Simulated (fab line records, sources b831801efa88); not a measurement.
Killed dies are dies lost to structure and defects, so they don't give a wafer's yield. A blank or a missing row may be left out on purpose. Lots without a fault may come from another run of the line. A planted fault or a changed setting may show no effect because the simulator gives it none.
One fault seen from 2 desks | flow sky130 | each desk has only its own numbers; what lay behind them comes last

THE METROLOGY DESK
What the gauges read, lot by lot, whatever tool the lot ran on: means of the sampled wafers that have a number. A lot is out of limits, marked OUT, if its mean lies more than 4 standard deviations from the usual mean; the brackets give that distance.
Columns: A = VIA3_W_RS at SKY_VIA3_RS_MEAS_22, usual 0.295 ohm/sq; B = VIA3_W_THK at SKY_VIA3_THK_MEAS_23, usual 403 nm
lot  | first seen here | A     | B
L169 | day 40 09:43    | 0.294 | 398
L171 | day 41 04:20    | 0.299 | 391
L181 | day 43 21:20    | 0.296 | 397
L187 | day 45 22:16    | 0.296 | 409
L188 | day 46 00:16    | 0.298 | 392
This desk's finding: nothing out of limits on any of the 5 lots.

THE TOOL OWNER'S DESK: pvd_sputter-04
The tool's own readings at SKY_METAL4_SPUTTER_04 (material TiN, target thk 70 nm, time 58.3 s): means of the sampled wafers that have a number, for each lot that ran on this tool. A lot is out of limits, marked OUT, if its mean lies more than 4 standard deviations from the usual mean; the brackets give that distance.
Columns: A = cathode_dc_power_W at SKY_METAL4_SPUTTER_04, usual 6500.1 W; B = throttle_valve_pct at SKY_METAL4_SPUTTER_04, usual 29.9 %
lot  | first seen here | A                        | B
L169 | day 40 10:16    | 6500.4                   | 30.6
L181 | day 43 21:53    | 6330.6 (-99 or more) OUT | 29.5
This desk's finding: out of limits on L181; first on L181, day 43 21:53 (cathode_dc_power_W at SKY_METAL4_SPUTTER_04). In limits: L169.

PUT TOGETHER
The tool owner's desk could have raised an alarm at day 43 21:53, on L181.
The metrology desk saw nothing out of limits.
The metrology desk has L181 on record, within its limits.
Of the lots named, all ran SKY_METAL4_SPUTTER_04 on pvd_sputter-04.

WHAT THE SIMULATOR HAD PUT IN
Process parameter drift: pvd_sputter-04, from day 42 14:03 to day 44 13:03, at SKY_METAL4_SPUTTER_04. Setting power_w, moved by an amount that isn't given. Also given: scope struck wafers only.
Lots struck among those shown: L181.
Hours from the fault's start to each desk's first reading out of limits: the tool owner's desk, 32.
